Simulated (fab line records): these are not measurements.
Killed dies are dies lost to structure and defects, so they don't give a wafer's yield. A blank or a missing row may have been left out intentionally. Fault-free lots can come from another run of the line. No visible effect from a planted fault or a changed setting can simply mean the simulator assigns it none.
fab line records :: flow sky130
record
  lots=13
  wafers=39
  last-day=50
route steps=708 shown VIA2@529 VIA3@595 METAL4@625 VIA4@659 PAD_OPEN@708
lots that met no fault: taken from a fault-free run of the same line
start-h: the number of hours between the record's first day and the start of the first shown wafer of the lot :: wait-h: hours since the lot's step before :: " identical to the entry in the row above :: L1.1+2: a single row standing in for several wafers :: - no value, or no start given :: * or withheld: withheld :: < > ~ a bound
route shown NAME@n: a module of which the file shows steps, and the number in the route of the first :: usual: mean/standard deviation taken from wafers without a fault :: same: alike in all rows :: chamber/n: place in a boat :: sites: each site's reading :: _std_site: standard deviation across them :: _edge_site: the outer-site mean with the inner-site mean subtracted :: radius-mm: for every site, how far away it sits from the centre of the wafer :: mask NAME#n: copy n :: behind: tool/chamber where the wafer was last shaped :: hold: the reason the lot was held/the length of the hold in hours/how it ended :: device: names the non-switching transistor (n, p or np) :: end of line: the route-end tests of the same wafers :: for a step that has no rows: nothing shown but its recipe :: killed: dies that structure and defects cost at the first sort, which is not the same as the wafer's yield :: map: the dies of a wafer, with x for killed, . for not killed, _ for no die there
set.NAME: the setting that was run; set.NAME@STEP: the one run at that earlier step :: model.NAME: the simulator's own value behind a step, which no gauge read
one table for each step of the route and one row for each wafer, over a sample of lots
services: from which hour (start-h, from the record's first day; less than 0 if before it) a tool's chamber was out of use, for how many hours, and why
## steps
# step SKY_VIA2_RS_MEAS_22
# recipe
  thk-meas-gauge=four-point-probe
  reads=W_of_VIA2_CVD_21+TiN_of_VIA2_SPUTTER_20
# usual
  VIA2_W_RS=0.2757/0.0027
lot.wafer: L771.1
tool: film-metro-02
chamber: -
start-h: 846.48
wait-h: 0.1
VIA2_W_RS[ohm/sq]: 0.2807

lot.wafer: L771.2
tool: film-metro-02
chamber: -
start-h: 846.48
wait-h: 0.1
VIA2_W_RS[ohm/sq]: 0.2762

lot.wafer: L771.3
tool: film-metro-02
chamber: -
start-h: 846.48
wait-h: 0.1
VIA2_W_RS[ohm/sq]: 0.2747

lot.wafer: L773.1
tool: film-metro-01
chamber: -
start-h: 871.57
wait-h: 0.1
VIA2_W_RS[ohm/sq]: 0.2750

lot.wafer: L773.2
tool: film-metro-01
chamber: -
start-h: 871.57
wait-h: 0.1
VIA2_W_RS[ohm/sq]: 0.2781

lot.wafer: L773.6
tool: film-metro-01
chamber: -
start-h: 871.57
wait-h: 0.1
VIA2_W_RS[ohm/sq]: 0.2786

lot.wafer: L774.2
tool: film-metro-02
chamber: -
start-h: 874.20
wait-h: 0.1
VIA2_W_RS[ohm/sq]: 0.2820

lot.wafer: L774.4
tool: film-metro-02
chamber: -
start-h: 874.20
wait-h: 0.1
VIA2_W_RS[ohm/sq]: 0.2815

lot.wafer: L774.6
tool: film-metro-02
chamber: -
start-h: 874.20
wait-h: 0.1
VIA2_W_RS[ohm/sq]: 0.2752

lot.wafer: L775.3
tool: film-metro-01
chamber: -
start-h: 903.68
wait-h: 0.1
VIA2_W_RS[ohm/sq]: 0.2745

lot.wafer: L775.4
tool: film-metro-01
chamber: -
start-h: 903.68
wait-h: 0.1
VIA2_W_RS[ohm/sq]: 0.2735

lot.wafer: L775.6
tool: film-metro-01
chamber: -
start-h: 903.68
wait-h: 0.1
VIA2_W_RS[ohm/sq]: 0.2741

lot.wafer: L778.1
tool: film-metro-02
chamber: -
start-h: 906.12
wait-h: 0.1
VIA2_W_RS[ohm/sq]: 0.2780

lot.wafer: L778.4
tool: film-metro-02
chamber: -
start-h: 906.12
wait-h: 0.1
VIA2_W_RS[ohm/sq]: 0.2805

lot.wafer: L778.5
tool: film-metro-02
chamber: -
start-h: 906.12
wait-h: 0.1
VIA2_W_RS[ohm/sq]: 0.2790

lot.wafer: L776.2
tool: film-metro-02
chamber: -
start-h: 908.41
wait-h: 0.1
VIA2_W_RS[ohm/sq]: 0.2736

lot.wafer: L776.3
tool: film-metro-02
chamber: -
start-h: 908.41
wait-h: 0.1
VIA2_W_RS[ohm/sq]: 0.2771

lot.wafer: L776.5
tool: film-metro-02
chamber: -
start-h: 908.41
wait-h: 0.1
VIA2_W_RS[ohm/sq]: 0.2783

lot.wafer: L782.3
tool: film-metro-01
chamber: -
start-h: 931.45
wait-h: 0.1
VIA2_W_RS[ohm/sq]: 0.2721

lot.wafer: L782.4
tool: film-metro-01
chamber: -
start-h: 931.45
wait-h: 0.1
VIA2_W_RS[ohm/sq]: 0.2735

lot.wafer: L782.6
tool: film-metro-01
chamber: -
start-h: 931.45
wait-h: 0.1
VIA2_W_RS[ohm/sq]: 0.2741

lot.wafer: L783.1
tool: film-metro-01
chamber: -
start-h: 934.52
wait-h: 0.1
VIA2_W_RS[ohm/sq]: 0.2801

lot.wafer: L783.4
tool: film-metro-01
chamber: -
start-h: 934.52
wait-h: 0.1
VIA2_W_RS[ohm/sq]: 0.2791

lot.wafer: L783.6
tool: film-metro-01
chamber: -
start-h: 934.52
wait-h: 0.1
VIA2_W_RS[ohm/sq]: 0.2767

lot.wafer: L786.3
tool: film-metro-02
chamber: -
start-h: 953.94
wait-h: 0.1
VIA2_W_RS[ohm/sq]: 0.2740

lot.wafer: L786.5
tool: film-metro-02
chamber: -
start-h: 953.94
wait-h: 0.1
VIA2_W_RS[ohm/sq]: 0.2725

lot.wafer: L786.6
tool: film-metro-02
chamber: -
start-h: 953.94
wait-h: 0.1
VIA2_W_RS[ohm/sq]: 0.2737

lot.wafer: L790.3
tool: film-metro-02
chamber: -
start-h: 984.27
wait-h: 0.1
VIA2_W_RS[ohm/sq]: 0.2775

lot.wafer: L790.4
tool: film-metro-02
chamber: -
start-h: 984.27
wait-h: 0.1
VIA2_W_RS[ohm/sq]: 0.2773

lot.wafer: L790.6
tool: film-metro-02
chamber: -
start-h: 984.27
wait-h: 0.1
VIA2_W_RS[ohm/sq]: 0.2784

lot.wafer: L791.3
tool: film-metro-01
chamber: -
start-h: 986.93
wait-h: 0.1
VIA2_W_RS[ohm/sq]: 0.2760

lot.wafer: L791.4
tool: film-metro-01
chamber: -
start-h: 986.93
wait-h: 0.1
VIA2_W_RS[ohm/sq]: 0.2773

lot.wafer: L791.6
tool: film-metro-01
chamber: -
start-h: 986.93
wait-h: 0.1
VIA2_W_RS[ohm/sq]: 0.2742

lot.wafer: L792.1
tool: film-metro-02
chamber: -
start-h: 990.19
wait-h: 0.1
VIA2_W_RS[ohm/sq]: 0.2744

lot.wafer: L792.5
tool: film-metro-02
chamber: -
start-h: 990.19
wait-h: 0.1
VIA2_W_RS[ohm/sq]: 0.2751

lot.wafer: L792.6
tool: film-metro-02
chamber: -
start-h: 990.19
wait-h: 0.1
VIA2_W_RS[ohm/sq]: 0.2734

lot.wafer: L793.1
tool: film-metro-01
chamber: -
start-h: 998.93
wait-h: 0.1
VIA2_W_RS[ohm/sq]: 0.2737

lot.wafer: L793.2
tool: film-metro-01
chamber: -
start-h: 998.93
wait-h: 0.1
VIA2_W_RS[ohm/sq]: 0.2779

lot.wafer: L793.5
tool: film-metro-01
chamber: -
start-h: 998.93
wait-h: 0.1
VIA2_W_RS[ohm/sq]: 0.2789
# step SKY_VIA3_RS_MEAS_22
# recipe
  thk-meas-gauge=four-point-probe
  reads=W_of_VIA3_CVD_21+TiN_of_VIA3_SPUTTER_20
# usual
  VIA3_W_RS=0.2943/0.0028
lot.wafer: L771.1
tool: film-metro-01
chamber: -
start-h: 926.32
wait-h: 0.1
VIA3_W_RS[ohm/sq]: 0.2984

lot.wafer: L771.2
tool: film-metro-01
chamber: -
start-h: 926.32
wait-h: 0.1
VIA3_W_RS[ohm/sq]: 0.2971

lot.wafer: L771.3
tool: film-metro-01
chamber: -
start-h: 926.32
wait-h: 0.1
VIA3_W_RS[ohm/sq]: 0.2982

lot.wafer: L773.1
tool: film-metro-01
chamber: -
start-h: 950.17
wait-h: 0.1
VIA3_W_RS[ohm/sq]: 0.2931

lot.wafer: L773.2
tool: film-metro-01
chamber: -
start-h: 950.17
wait-h: 0.1
VIA3_W_RS[ohm/sq]: 0.2913

lot.wafer: L773.6
tool: film-metro-01
chamber: -
start-h: 950.17
wait-h: 0.1
VIA3_W_RS[ohm/sq]: 0.2932

lot.wafer: L774.2
tool: film-metro-04
chamber: -
start-h: 952.75
wait-h: 0.1
VIA3_W_RS[ohm/sq]: 0.2942

lot.wafer: L774.4
tool: film-metro-04
chamber: -
start-h: 952.75
wait-h: 0.1
VIA3_W_RS[ohm/sq]: 0.2956

lot.wafer: L774.6
tool: film-metro-04
chamber: -
start-h: 952.75
wait-h: 0.1
VIA3_W_RS[ohm/sq]: 0.2945

lot.wafer: L775.3
tool: film-metro-01
chamber: -
start-h: 981.11
wait-h: 0.1
VIA3_W_RS[ohm/sq]: 0.2951

lot.wafer: L775.4
tool: film-metro-01
chamber: -
start-h: 981.11
wait-h: 0.1
VIA3_W_RS[ohm/sq]: 0.2973

lot.wafer: L775.6
tool: film-metro-01
chamber: -
start-h: 981.11
wait-h: 0.1
VIA3_W_RS[ohm/sq]: 0.2935

lot.wafer: L778.1
tool: film-metro-03
chamber: -
start-h: 982.45
wait-h: 0.1
VIA3_W_RS[ohm/sq]: 0.2945

lot.wafer: L778.4
tool: film-metro-03
chamber: -
start-h: 982.45
wait-h: 0.1
VIA3_W_RS[ohm/sq]: 0.2942

lot.wafer: L778.5
tool: film-metro-03
chamber: -
start-h: 982.45
wait-h: 0.1
VIA3_W_RS[ohm/sq]: 0.2965

lot.wafer: L776.2
tool: film-metro-03
chamber: -
start-h: 986.25
wait-h: 0.1
VIA3_W_RS[ohm/sq]: 0.2900

lot.wafer: L776.3
tool: film-metro-03
chamber: -
start-h: 986.25
wait-h: 0.1
VIA3_W_RS[ohm/sq]: 0.2942

lot.wafer: L776.5
tool: film-metro-03
chamber: -
start-h: 986.25
wait-h: 0.1
VIA3_W_RS[ohm/sq]: 0.2943

lot.wafer: L782.3
tool: film-metro-03
chamber: -
start-h: 1007.59
wait-h: 0.1
VIA3_W_RS[ohm/sq]: 0.2963

lot.wafer: L782.4
tool: film-metro-03
chamber: -
start-h: 1007.59
wait-h: 0.1
VIA3_W_RS[ohm/sq]: 0.2939

lot.wafer: L782.6
tool: film-metro-03
chamber: -
start-h: 1007.59
wait-h: 0.1
VIA3_W_RS[ohm/sq]: 0.2958

lot.wafer: L783.1
tool: film-metro-01
chamber: -
start-h: 1011.05
wait-h: 0.2
VIA3_W_RS[ohm/sq]: 0.2882

lot.wafer: L783.4
tool: film-metro-01
chamber: -
start-h: 1011.05
wait-h: 0.2
VIA3_W_RS[ohm/sq]: 0.2907

lot.wafer: L783.6
tool: film-metro-01
chamber: -
start-h: 1011.05
wait-h: 0.2
VIA3_W_RS[ohm/sq]: 0.2886

lot.wafer: L786.3
tool: film-metro-03
chamber: -
start-h: 1028.32
wait-h: 0.1
VIA3_W_RS[ohm/sq]: 0.2967

lot.wafer: L786.5
tool: film-metro-03
chamber: -
start-h: 1028.32
wait-h: 0.1
VIA3_W_RS[ohm/sq]: 0.2982

lot.wafer: L786.6
tool: film-metro-03
chamber: -
start-h: 1028.32
wait-h: 0.1
VIA3_W_RS[ohm/sq]: 0.2923

lot.wafer: L790.3
tool: film-metro-03
chamber: -
start-h: 1056.46
wait-h: 0.1
VIA3_W_RS[ohm/sq]: 0.2954

lot.wafer: L790.4
tool: film-metro-03
chamber: -
start-h: 1056.46
wait-h: 0.1
VIA3_W_RS[ohm/sq]: 0.2922

lot.wafer: L790.6
tool: film-metro-03
chamber: -
start-h: 1056.46
wait-h: 0.1
VIA3_W_RS[ohm/sq]: 0.2984

lot.wafer: L791.3
tool: film-metro-04
chamber: -
start-h: 1058.57
wait-h: 0.1
VIA3_W_RS[ohm/sq]: 0.2904

lot.wafer: L791.4
tool: film-metro-04
chamber: -
start-h: 1058.57
wait-h: 0.1
VIA3_W_RS[ohm/sq]: 0.2859

lot.wafer: L791.6
tool: film-metro-04
chamber: -
start-h: 1058.57
wait-h: 0.1
VIA3_W_RS[ohm/sq]: 0.2924

lot.wafer: L792.1
tool: film-metro-01
chamber: -
start-h: 1061.13
wait-h: 0.1
VIA3_W_RS[ohm/sq]: 0.2967

lot.wafer: L792.5
tool: film-metro-01
chamber: -
start-h: 1061.13
wait-h: 0.1
VIA3_W_RS[ohm/sq]: 0.2949

lot.wafer: L792.6
tool: film-metro-01
chamber: -
start-h: 1061.13
wait-h: 0.1
VIA3_W_RS[ohm/sq]: 0.2938

lot.wafer: L793.1
tool: film-metro-03
chamber: -
start-h: 1070.39
wait-h: 0.1
VIA3_W_RS[ohm/sq]: 0.2966

lot.wafer: L793.2
tool: film-metro-03
chamber: -
start-h: 1070.39
wait-h: 0.1
VIA3_W_RS[ohm/sq]: 0.2933

lot.wafer: L793.5
tool: film-metro-03
chamber: -
start-h: 1070.39
wait-h: 0.1
VIA3_W_RS[ohm/sq]: 0.2936
# step SKY_METAL4_SOFTBAKE_09
# recipe
  temp-c=100
  time-s=90
  resist=KrF-thick
# usual
  chill-plate-temp-C=23.01/0.11
  heater-power-total-W=57.34/0.12
  run-length-s=119.22/0.15
lot.wafer: L771.1
tool: litho-track-01
chamber: 0
start-h: 962
wait-h: -
chill-plate-temp-C: 22.98
heater-power-total-W: 57.40
run-length-s: 119.37

lot.wafer: L771.2
tool: litho-track-01
chamber: 0
start-h: 962
wait-h: -
chill-plate-temp-C: 23.11
heater-power-total-W: 57.19
run-length-s: 119.25

lot.wafer: L771.3
tool: litho-track-01
chamber: 0
start-h: 962
wait-h: -
chill-plate-temp-C: 23.09
heater-power-total-W: 57.22
run-length-s: 119.37

lot.wafer: L773.1
tool: litho-track-03
chamber: 0
start-h: 987
wait-h: -
chill-plate-temp-C: 23.05
heater-power-total-W: 57.41
run-length-s: 119.34

lot.wafer: L773.2
tool: litho-track-03
chamber: 0
start-h: 987
wait-h: -
chill-plate-temp-C: 23.05
heater-power-total-W: 57.36
run-length-s: 119.14

lot.wafer: L773.6
tool: litho-track-03
chamber: 0
start-h: 987
wait-h: -
chill-plate-temp-C: 23.09
heater-power-total-W: 57.13
run-length-s: 119.00

lot.wafer: L774.2
tool: litho-track-03
chamber: 0
start-h: 989
wait-h: -
chill-plate-temp-C: 23.00
heater-power-total-W: 57.31
run-length-s: 119.06

lot.wafer: L774.4
tool: litho-track-03
chamber: 0
start-h: 989
wait-h: -
chill-plate-temp-C: 22.97
heater-power-total-W: 57.31
run-length-s: 118.99

lot.wafer: L774.6
tool: litho-track-03
chamber: 0
start-h: 989
wait-h: -
chill-plate-temp-C: 23.13
heater-power-total-W: 57.43
run-length-s: 119.15

lot.wafer: L775.3
tool: litho-track-01
chamber: 0
start-h: 1016
wait-h: -
chill-plate-temp-C: 23.10
heater-power-total-W: 57.27
run-length-s: 119.28

lot.wafer: L775.4
tool: litho-track-01
chamber: 0
start-h: 1016
wait-h: -
chill-plate-temp-C: 23.01
heater-power-total-W: 57.64
run-length-s: 119.24

lot.wafer: L775.6
tool: litho-track-01
chamber: 0
start-h: 1016
wait-h: -
chill-plate-temp-C: 22.98
heater-power-total-W: 57.30
run-length-s: 119.54

lot.wafer: L778.1
tool: litho-track-03
chamber: 0
start-h: 1019
wait-h: -
chill-plate-temp-C: 22.97
heater-power-total-W: 57.21
run-length-s: 119.07

lot.wafer: L778.4
tool: litho-track-03
chamber: 0
start-h: 1019
wait-h: -
chill-plate-temp-C: 22.97
heater-power-total-W: 57.44
run-length-s: 119.12

lot.wafer: L778.5
tool: litho-track-03
chamber: 0
start-h: 1019
wait-h: -
chill-plate-temp-C: 23.10
heater-power-total-W: 57.16
run-length-s: 119.31

lot.wafer: L776.2
tool: litho-track-01
chamber: 0
start-h: 1022
wait-h: -
chill-plate-temp-C: 23.07
heater-power-total-W: 57.33
run-length-s: 119.27

lot.wafer: L776.3
tool: litho-track-01
chamber: 0
start-h: 1022
wait-h: -
chill-plate-temp-C: 23.03
heater-power-total-W: 57.27
run-length-s: 119.53

lot.wafer: L776.5
tool: litho-track-01
chamber: 0
start-h: 1022
wait-h: -
chill-plate-temp-C: 22.86
heater-power-total-W: 57.28
run-length-s: 119.24

lot.wafer: L782.3
tool: litho-track-01
chamber: 0
start-h: 1042
wait-h: -
chill-plate-temp-C: 22.90
heater-power-total-W: 59.03
run-length-s: 111.59

lot.wafer: L782.4
tool: litho-track-01
chamber: 0
start-h: 1042
wait-h: -
chill-plate-temp-C: 22.91
heater-power-total-W: 59.02
run-length-s: 111.71

lot.wafer: L782.6
tool: litho-track-01
chamber: 0
start-h: 1042
wait-h: -
chill-plate-temp-C: 22.85
heater-power-total-W: 59.18
run-length-s: 111.56

lot.wafer: L783.1
tool: litho-track-02
chamber: 0
start-h: 1047
wait-h: -
chill-plate-temp-C: 22.87
heater-power-total-W: 57.52
run-length-s: 119.09

lot.wafer: L783.4
tool: litho-track-02
chamber: 0
start-h: 1047
wait-h: -
chill-plate-temp-C: 22.83
heater-power-total-W: 57.10
run-length-s: 119.13

lot.wafer: L783.6
tool: litho-track-02
chamber: 0
start-h: 1047
wait-h: -
chill-plate-temp-C: 23.12
heater-power-total-W: 57.18
run-length-s: 119.13

lot.wafer: L786.3
tool: litho-track-01
chamber: 0
start-h: 1061
wait-h: -
chill-plate-temp-C: 23.04
heater-power-total-W: 59.02
run-length-s: 111.55

lot.wafer: L786.5
tool: litho-track-01
chamber: 0
start-h: 1061
wait-h: -
chill-plate-temp-C: 23.00
heater-power-total-W: 59.15
run-length-s: 111.48

lot.wafer: L786.6
tool: litho-track-01
chamber: 0
start-h: 1061
wait-h: -
chill-plate-temp-C: 23.14
heater-power-total-W: 59.19
run-length-s: 111.54

lot.wafer: L790.3
tool: litho-track-03
chamber: 0
start-h: 1089
wait-h: -
chill-plate-temp-C: 22.92
heater-power-total-W: 57.47
run-length-s: 119.11

lot.wafer: L790.4
tool: litho-track-03
chamber: 0
start-h: 1089
wait-h: -
chill-plate-temp-C: 22.89
heater-power-total-W: 57.13
run-length-s: 119.07

lot.wafer: L790.6
tool: litho-track-03
chamber: 0
start-h: 1089
wait-h: -
chill-plate-temp-C: 22.95
heater-power-total-W: 57.20
run-length-s: 119.13

lot.wafer: L791.3
tool: litho-track-03
chamber: 0
start-h: 1092
wait-h: -
chill-plate-temp-C: 22.93
heater-power-total-W: 57.34
run-length-s: 119.11

lot.wafer: L791.4
tool: litho-track-03
chamber: 0
start-h: 1092
wait-h: -
chill-plate-temp-C: 22.96
heater-power-total-W: 57.32
run-length-s: 118.99

lot.wafer: L791.6
tool: litho-track-03
chamber: 0
start-h: 1092
wait-h: -
chill-plate-temp-C: 23.30
heater-power-total-W: 57.52
run-length-s: 118.99

lot.wafer: L792.1
tool: litho-track-02
chamber: 0
start-h: 1093
wait-h: -
chill-plate-temp-C: 23.08
heater-power-total-W: 57.25
run-length-s: 119.20

lot.wafer: L792.5
tool: litho-track-02
chamber: 0
start-h: 1093
wait-h: -
chill-plate-temp-C: 23.15
heater-power-total-W: 57.31
run-length-s: 119.11

lot.wafer: L792.6
tool: litho-track-02
chamber: 0
start-h: 1093
wait-h: -
chill-plate-temp-C: 23.05
heater-power-total-W: 57.41
run-length-s: 119.39

lot.wafer: L793.1
tool: litho-track-02
chamber: 0
start-h: 1102
wait-h: -
chill-plate-temp-C: 22.95
heater-power-total-W: 57.27
run-length-s: 119.09

lot.wafer: L793.2
tool: litho-track-02
chamber: 0
start-h: 1102
wait-h: -
chill-plate-temp-C: 23.10
heater-power-total-W: 57.26
run-length-s: 119.30

lot.wafer: L793.5
tool: litho-track-02
chamber: 0
start-h: 1102
wait-h: -
chill-plate-temp-C: 23.06
heater-power-total-W: 57.31
run-length-s: 119.13
# step SKY_VIA4_THK_MEAS_20
# recipe
  thk-meas-gauge=xrf
  reads=W_of_VIA4_CVD_18
# usual
  VIA4_W_THK=504/5.9
lot.wafer: L771.1
tool: film-metro-02
chamber: -
start-h: 1001.87
wait-h: 0.1
VIA4_W_THK[nm]: 501

lot.wafer: L771.2
tool: film-metro-02
chamber: -
start-h: 1001.87
wait-h: 0.1
VIA4_W_THK[nm]: 511

lot.wafer: L771.3
tool: film-metro-02
chamber: -
start-h: 1001.87
wait-h: 0.1
VIA4_W_THK[nm]: 507

lot.wafer: L773.1
tool: film-metro-02
chamber: -
start-h: 1025.56
wait-h: 0.1
VIA4_W_THK[nm]: 500

lot.wafer: L773.2
tool: film-metro-02
chamber: -
start-h: 1025.56
wait-h: 0.1
VIA4_W_THK[nm]: 497

lot.wafer: L773.6
tool: film-metro-02
chamber: -
start-h: 1025.56
wait-h: 0.1
VIA4_W_THK[nm]: 496

lot.wafer: L774.2
tool: film-metro-01
chamber: -
start-h: 1026.69
wait-h: 0.1
VIA4_W_THK[nm]: 504

lot.wafer: L774.4
tool: film-metro-01
chamber: -
start-h: 1026.69
wait-h: 0.1
VIA4_W_THK[nm]: 511

lot.wafer: L774.6
tool: film-metro-01
chamber: -
start-h: 1026.69
wait-h: 0.1
VIA4_W_THK[nm]: 504

lot.wafer: L775.3
tool: film-metro-04
chamber: -
start-h: 1053.15
wait-h: 0.1
VIA4_W_THK[nm]: 509

lot.wafer: L775.4
tool: film-metro-04
chamber: -
start-h: 1053.15
wait-h: 0.1
VIA4_W_THK[nm]: 501

lot.wafer: L775.6
tool: film-metro-04
chamber: -
start-h: 1053.15
wait-h: 0.1
VIA4_W_THK[nm]: 509

lot.wafer: L778.1
tool: film-metro-02
chamber: -
start-h: 1055.38
wait-h: 0.1
VIA4_W_THK[nm]: 502

lot.wafer: L778.4
tool: film-metro-02
chamber: -
start-h: 1055.38
wait-h: 0.1
VIA4_W_THK[nm]: 500

lot.wafer: L778.5
tool: film-metro-02
chamber: -
start-h: 1055.38
wait-h: 0.1
VIA4_W_THK[nm]: 503

lot.wafer: L776.2
tool: film-metro-01
chamber: -
start-h: 1057.29
wait-h: 0.1
VIA4_W_THK[nm]: 508

lot.wafer: L776.3
tool: film-metro-01
chamber: -
start-h: 1057.29
wait-h: 0.1
VIA4_W_THK[nm]: 515

lot.wafer: L776.5
tool: film-metro-01
chamber: -
start-h: 1057.29
wait-h: 0.1
VIA4_W_THK[nm]: 510

lot.wafer: L782.3
tool: film-metro-02
chamber: -
start-h: 1077.75
wait-h: 0.1
VIA4_W_THK[nm]: 518

lot.wafer: L782.4
tool: film-metro-02
chamber: -
start-h: 1077.75
wait-h: 0.1
VIA4_W_THK[nm]: 521

lot.wafer: L782.6
tool: film-metro-02
chamber: -
start-h: 1077.75
wait-h: 0.1
VIA4_W_THK[nm]: 515

lot.wafer: L783.1
tool: film-metro-02
chamber: -
start-h: 1081.23
wait-h: 0.1
VIA4_W_THK[nm]: 506

lot.wafer: L783.4
tool: film-metro-02
chamber: -
start-h: 1081.23
wait-h: 0.1
VIA4_W_THK[nm]: 506

lot.wafer: L783.6
tool: film-metro-02
chamber: -
start-h: 1081.23
wait-h: 0.1
VIA4_W_THK[nm]: 507

lot.wafer: L786.3
tool: film-metro-04
chamber: -
start-h: 1095.63
wait-h: 0.1
VIA4_W_THK[nm]: 506

lot.wafer: L786.5
tool: film-metro-04
chamber: -
start-h: 1095.63
wait-h: 0.1
VIA4_W_THK[nm]: 503

lot.wafer: L786.6
tool: film-metro-04
chamber: -
start-h: 1095.63
wait-h: 0.1
VIA4_W_THK[nm]: 504

lot.wafer: L790.3
tool: film-metro-01
chamber: -
start-h: 1122.15
wait-h: 0.1
VIA4_W_THK[nm]: 499

lot.wafer: L790.4
tool: film-metro-01
chamber: -
start-h: 1122.15
wait-h: 0.1
VIA4_W_THK[nm]: 493

lot.wafer: L790.6
tool: film-metro-01
chamber: -
start-h: 1122.15
wait-h: 0.1
VIA4_W_THK[nm]: 498

lot.wafer: L791.3
tool: film-metro-02
chamber: -
start-h: 1124.75
wait-h: 0.1
VIA4_W_THK[nm]: 504

lot.wafer: L791.4
tool: film-metro-02
chamber: -
start-h: 1124.75
wait-h: 0.1
VIA4_W_THK[nm]: 492

lot.wafer: L791.6
tool: film-metro-02
chamber: -
start-h: 1124.75
wait-h: 0.1
VIA4_W_THK[nm]: 493

lot.wafer: L792.1
tool: film-metro-02
chamber: -
start-h: 1126.53
wait-h: 0.1
VIA4_W_THK[nm]: 507

lot.wafer: L792.5
tool: film-metro-02
chamber: -
start-h: 1126.53
wait-h: 0.1
VIA4_W_THK[nm]: 499

lot.wafer: L792.6
tool: film-metro-02
chamber: -
start-h: 1126.53
wait-h: 0.1
VIA4_W_THK[nm]: 507

lot.wafer: L793.1
tool: film-metro-01
chamber: -
start-h: 1134.68
wait-h: 0.1
VIA4_W_THK[nm]: 503

lot.wafer: L793.2
tool: film-metro-01
chamber: -
start-h: 1134.68
wait-h: 0.1
VIA4_W_THK[nm]: 497

lot.wafer: L793.5
tool: film-metro-01
chamber: -
start-h: 1134.68
wait-h: 0.1
VIA4_W_THK[nm]: 497
# step SKY_PAD_OPEN_PROBE_99
# usual
  defect-limited-yield=82.2/1.9
  killed_at_M0_to_M3=43/6.5
  killed_at_M4_up=3.5/1.9
  killed-at-contacts=24/5.4
  killed-at-front-end=16/4.8
  killed-at-other=0.4/0.64
  killed-dies=87/9.4
  killed-open=47/7
  killed-short=40/6.3
  sort_bin_3_pad_short=0.9/0.4
  sort_bin_5_function=10.5/1.4
  sort_bin_6_memory=6.3/1.1
  sort-n-pass=405/9.4
  sort-yield-pct=82.2/1.9
# same
  gross-dies=492
  killed-at-back-side=0
  sort_bin_4_leakage[%]=0
  sort_bin_8_speed[%]=0
lot.wafer: L792.1
tool: prober-01
chamber: -
start-h: 1184.38
wait-h: 0.1
defect-limited-yield[%]: 83.7
killed_at_M0_to_M3: 37
killed_at_M4_up: 4
killed-at-contacts: 23
killed-at-front-end: 15
killed-at-other: 1
killed-dies: 80
killed-open: 41
killed-short: 39
sort_bin_3_pad_short[%]: 1.6
sort_bin_5_function[%]: 8.5
sort_bin_6_memory[%]: 6.1
sort-n-pass: 412
sort-yield-pct[%]: 83.7

lot.wafer: L792.5
tool: prober-01
chamber: -
start-h: 1184.58
wait-h: 0.2
defect-limited-yield[%]: 82.1
killed_at_M0_to_M3: 46
killed_at_M4_up: 3
killed-at-contacts: 22
killed-at-front-end: 16
killed-at-other: 1
killed-dies: 88
killed-open: 43
killed-short: 43
sort_bin_3_pad_short[%]: 0.8
sort_bin_5_function[%]: 11.6
sort_bin_6_memory[%]: 5.5
sort-n-pass: 404
sort-yield-pct[%]: 82.1

lot.wafer: L792.6
tool: prober-01
chamber: -
start-h: 1184.63
wait-h: 0.2
defect-limited-yield[%]: 83.7
killed_at_M0_to_M3: 26
killed_at_M4_up: 4
killed-at-contacts: 30
killed-at-front-end: 20
killed-at-other: 0
killed-dies: 80
killed-open: 44
killed-short: 36
sort_bin_3_pad_short[%]: 1.0
sort_bin_5_function[%]: 9.8
sort_bin_6_memory[%]: 5.5
sort-n-pass: 412
sort-yield-pct[%]: 83.7
# killed by level:class
L792.1 CONTACT:geometric-particle:open=8 VIA1:geometric-particle:open=6 VIA2:geometric-particle:open=6 VIA3:geometric-particle:open=6 LI_CONTACT:geometric-particle:short=5 LI_CONTACT:geometric-particle:open=5 VIA3:geometric-particle:short=5 POLY_GATE:geometric-particle:open=4
L792.5 VIA1:geometric-particle:open=13 METAL1:geometric-particle:short=8 VIA3:geometric-particle:open=8 FIELD_ISO:geometric-particle:short=6 LI_CONTACT:geometric-particle:open=6 CONTACT:geometric-particle:open=6 METAL3:geometric-particle:short=5 FIELD_ISO:geometric-particle:open=4
L792.6 LOCAL_INTERCONNECT:geometric-particle:short=10 CONTACT:geometric-particle:open=10 VIA1:geometric-particle:open=8 LI_CONTACT:geometric-particle:open=7 VIA2:geometric-particle:open=6 FIELD_ISO:geometric-particle:short=5 FIELD_ISO:geometric-particle:open=5 POLY_GATE:geometric-particle:short=5
## services
tool: litho-track-03
chamber: -
start-h: 977.12
hours: -
kind: consumable-replace:filter
## key
first-sign
  step=SKY_METAL4_SOFTBAKE_09
  reading=run-length-s
  direction=down
  sigmas=50
  usual=*
  struck=*
effect
  step=SKY_METAL4_SOFTBAKE_09
  reading=heater-power-total-W
  direction=up
  sigmas=14
  usual=*
  struck=*
met-at SKY_METAL4_SOFTBAKE_09
struck-lots L782,L786
not-acting-at SKY_VIA2_RS_MEAS_22,SKY_VIA3_RS_MEAS_22,SKY_VIA4_THK_MEAS_20
onset-between 1022 1042
fault
  kind=process-parameter-drift
  tool=litho-track-01
  chamber=-
  onset-h=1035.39
  steps=SKY_METAL4_SOFTBAKE_09
  channel=time-s
  offset=*
  shape=step
  end-h=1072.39
  acts-in=*
  stated=*
